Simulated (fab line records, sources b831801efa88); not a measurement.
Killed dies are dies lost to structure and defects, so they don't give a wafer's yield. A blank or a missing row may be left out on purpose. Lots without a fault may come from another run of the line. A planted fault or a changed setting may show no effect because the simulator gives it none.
One fault seen from 2 desks | flow sky130 | each desk has only its own numbers; what lay behind them comes last

THE TOOL OWNER'S DESK: litho_track-04
The tool's own readings at SKY_VIA2_SOFTBAKE_08 (time 90 s): means of the sampled wafers that have a number, for each lot that ran on this tool. A lot is out of limits, marked OUT, if its mean lies more than 4 standard deviations from the usual mean; the brackets give that distance.
Columns: A = run_length_s at SKY_VIA2_SOFTBAKE_08, usual 119.04 s
lot  | first seen here | A
L919 | day 36 09:00    | 118.86
L923 | day 37 16:00    | 118.86
L926 | day 38 13:00    | 118.86
L927 | day 39 00:00    | 118.84
L932 | day 41 19:00    | 120.33 (+5.8) OUT
L933 | day 41 20:00    | 120.36 (+6.0) OUT
L934 | day 42 03:00    | 119.79
This desk's finding: out of limits on L932, L933; first on L932, day 41 19:00 (run_length_s at SKY_VIA2_SOFTBAKE_08). In limits: L919, L923, L926, L927, L934.

THE METROLOGY DESK
What the gauges read, lot by lot, whatever tool the lot ran on: means of the sampled wafers that have a number. A lot is out of limits, marked OUT, if its mean lies more than 4 standard deviations from the usual mean; the brackets give that distance.
Columns: A = CONTACT_W_THK at SKY_CONTACT_THK_MEAS_26, usual 346 nm; B = METAL2_OVL at SKY_METAL2_OVL_MEAS_16, usual 1 nm
lot  | first seen here | A   | B
L916 | day 30 20:42    | 340 | 3
L918 | day 31 14:38    | 345 | 7
L919 | day 32 08:48    | 347 | -7
L920 | day 32 16:06    | 345 | 2
L921 | day 32 18:25    | 344 | 5
L922 | day 33 01:31    | 336 | 4
L923 | day 33 16:26    | 358 | 1
L924 | day 34 00:46    | 340 | 1
L926 | day 34 12:44    | 357 | 2
L927 | day 35 00:13    | 353 | 8
L928 | day 35 03:00    | 349 | 5
L932 | day 37 20:57    | 344 | -6
L933 | day 37 21:58    | 350 | 1
L934 | day 38 07:34    | 347 | 12
This desk's finding: nothing out of limits on any of the 14 lots.

PUT TOGETHER
The tool owner's desk could have raised an alarm at day 41 19:00, on L932, L933.
The metrology desk saw nothing out of limits.
The metrology desk has L932, L933 on record, within its limits.
Of the lots named, all ran SKY_VIA2_SOFTBAKE_08 on litho_track-04.

WHAT THE SIMULATOR HAD PUT IN
Process parameter drift: litho_track-04, from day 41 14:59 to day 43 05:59, at SKY_VIA2_SOFTBAKE_08. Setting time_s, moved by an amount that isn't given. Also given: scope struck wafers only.
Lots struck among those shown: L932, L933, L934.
Hours from the fault's start to each desk's first reading out of limits: the tool owner's desk, 4.
